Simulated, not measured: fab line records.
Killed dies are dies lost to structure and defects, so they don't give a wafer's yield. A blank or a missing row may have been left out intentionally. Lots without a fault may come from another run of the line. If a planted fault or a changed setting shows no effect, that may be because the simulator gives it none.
What tool caused it? / flow sky130 / 72 wafers sampled from 24 lots at 1 step of a route of 708

WHAT THE GAUGES READ, wafer by wafer
SKY_SD_N_OVL_MEAS_08.
lot=L074; measured=day 28 03:58; on=overlay-01; SD_N_OVL (nm)=-0.9 -1.9 -0.4
lot=L075; measured=day 28 08:13; on=overlay-02; SD_N_OVL (nm)=-3.4 -1.7 -0.8
lot=L076; measured=day 28 09:43; on=overlay-02; SD_N_OVL (nm)=1.1 1.1 1.1
lot=L077; measured=day 29 03:57; on=overlay-02; SD_N_OVL (nm)=1.8 2.9 0.9
lot=L078; measured=day 29 12:17; on=overlay-02; SD_N_OVL (nm)=-1.0 -1.8 -3.0
lot=L079; measured=day 29 23:21; on=overlay-01; SD_N_OVL (nm)=-0.1 -0.5 0.1
lot=L080; measured=day 30 02:52; on=overlay-02; SD_N_OVL (nm)=0.2 0.2 0.5
lot=L081; measured=day 30 04:10; on=overlay-01; SD_N_OVL (nm)=-0.4 -1.2 -0.6
lot=L082; measured=day 30 17:24; on=overlay-01; SD_N_OVL (nm)=0.0 0.0 -0.5
lot=L083; measured=day 31 01:41; on=overlay-02; SD_N_OVL (nm)=0.8 0.1 1.2
lot=L085; measured=day 31 08:28; on=overlay-02; SD_N_OVL (nm)=1.8 1.6 1.7
lot=L084; measured=day 31 08:55; on=overlay-02; SD_N_OVL (nm)=0.1 0.1 -2.2
lot=L086; measured=day 31 16:38; on=overlay-02; SD_N_OVL (nm)=1.7 0.4 0.6
lot=L087; measured=day 32 03:00; on=overlay-02; SD_N_OVL (nm)=0.2 1.3 0.7
lot=L088; measured=day 32 06:31; on=overlay-02; SD_N_OVL (nm)=1.4 0.2 1.1
lot=L089; measured=day 32 18:52; on=overlay-02; SD_N_OVL (nm)=1.4 1.8 -1.1
lot=L090; measured=day 33 10:01; on=overlay-02; SD_N_OVL (nm)=-0.5 -0.6 -2.2
lot=L091; measured=day 34 01:16; on=overlay-01; SD_N_OVL (nm)=-0.3 0.9 -0.5
lot=L093; measured=day 34 02:24; on=overlay-01; SD_N_OVL (nm)=0.4 -2.0 -2.5
lot=L092; measured=day 34 03:25; on=overlay-01; SD_N_OVL (nm)=3.6 3.2 2.4
lot=L094; measured=day 34 08:05; on=overlay-02; SD_N_OVL (nm)=-1.8 -1.9 -1.8
lot=L095; measured=day 34 20:52; on=overlay-02; SD_N_OVL (nm)=1.2 1.2 1.6
lot=L096; measured=day 35 00:48; on=overlay-01; SD_N_OVL (nm)=-1.8 -1.4 -1.8
lot=L097; measured=day 35 08:44; on=overlay-01; SD_N_OVL (nm)=-0.1 -1.4 -3.2

WHAT TOOL EACH LOT RAN ON (gives the tool, then ch and the chambers of the sampled wafers, and finally the start)
The record shows no process step preceding these readings.

WHAT THE TOOLS THEMSELVES READ (means of the sampled wafers that have a number; where no wafer has one, the mark that the record gives instead)
The record holds no such reading with a usual standard deviation.

THE ANSWER, worked out from the rows above alone
Rule: usual is defined by the lots themselves. The widest of any qualifying gaps counts: lots, ordered by their means at a reading, are off when they make up no more than a third of the lots, leave a main group of 4 or more, and stand apart from it by 3 or more times the standard deviation of that group's means. The tables above print the reading to a certain number of digits; a main group whose means all agree to those digits is not used. Also off: a lot with no number at a reading for which 4 or more lots have one. All remaining lots with rows at the step are treated as sound. Order of review: gauges by route order, followed by the tools' own readings, for which a lot's mean as printed above is used. The first step at which some lot is off is used, and at that step the reading that is off furthest; a lot without a number counts as furthest.
Nothing can be told from this: no lot is off at any reading shown.

WHAT THE SIMULATOR HAD PUT IN
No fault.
